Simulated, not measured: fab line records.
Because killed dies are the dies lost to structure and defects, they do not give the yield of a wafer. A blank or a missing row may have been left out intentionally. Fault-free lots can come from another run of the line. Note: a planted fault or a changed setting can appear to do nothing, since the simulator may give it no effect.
A struck lot beside a sound one	flow gf180mcu	14 steps out of a route of 602
Sound: these wafers, L105.1, L105.3, L105.5. Struck: wafers L121.3, L121.4, L121.5. The cause comes at the end.
For every step that has rows: the tool of each side, followed by ch and its chambers, followed by its first start. Under that, the readings that differ: sound wafers	struck wafers	difference of the means	sigmas: that difference in standard deviations of wafers without a fault.
alike: a reading whose means differ by less than 2 such deviations, as well as words and numbers matching on both sides. not compared: withheld readings; readings where some wafer has no value; bounds like >300 that might hide an equal value; numbers whose values overlap and for which the record gives no deviation.
Wherever a step has rows on one side only, a row that says differs or no value, or a row with sigmas, the two part there. Numbers that have no deviation but don't overlap get no sigmas and don't part them. A reading that every wafer of one side lacks parts them only if that side has two wafers or more.

first, 1 step without rows for these wafers: GF_V1_CVD_00 (deposits SiO2, target thk 600 nm, time 100 s).
GF_V1_THK_MEAS_01:
  struck on filmMetro-03, day 24 04:20; sound on filmMetro-04, day 18 09:17
  alike: V1_CVD_00_THK
GF_V1_CVD_02: deposits SiO2 from TEOS, target thk 850 nm, time 94.851 s.
  sound on pecvd-04 ch 0,2, day 18 09:20; struck on pecvd-03 ch 1,2, day 24 04:22
  alike: heaterPowerW
GF_V1_THK_MEAS_03:
  struck on filmMetro-03, day 24 04:28; sound on filmMetro-01, day 18 09:25
  alike: V1_CVD_02_THK
GF_V1_CMP_04: polishes SiO2.
  sound on cmp-01 ch 2,3, day 18 09:28; struck on cmp-02 ch 1,3, day 24 04:30
  alike: motorCurrentA, timeToEndpointS
GF_V1_BOW_MEAS_05:
  struck on filmMetro-01, day 24 04:50; sound on filmMetro-03, day 18 09:46
  alike: V1_BOW
then, 6 steps without rows for these wafers: GF_V1_DEHYDRATE_06 (time 60 s); GF_V1_HMDS_07 (prime time 60 s); GF_V1_COAT_08; GF_V1_COAT_09 (resist thk 1000 nm); GF_V1_SOFTBAKE_10 (time 60 s); GF_V1_EXPOSE_11 (exposes mask Via1, target cd 260 nm).
GF_V1_PEB_12: peb time 90 s.
  struck on lithoTrack-02, day 25 03:19; sound on lithoTrack-04 ch 0, day 19 09:19
  no value came back on the struck wafers for chillPlateTempC (C), exhaustPa (Pa); on the sound wafers chillPlateTempC (C) reads 22.94 23.04 23.09
then, 1 step without rows for these wafers: GF_V1_DEVELOP_13 (develop time 60 s).

== WHERE THEY PART ==
Only at GF_V1_PEB_12, as far as this record shows.

WHY: the cause the simulator had injected
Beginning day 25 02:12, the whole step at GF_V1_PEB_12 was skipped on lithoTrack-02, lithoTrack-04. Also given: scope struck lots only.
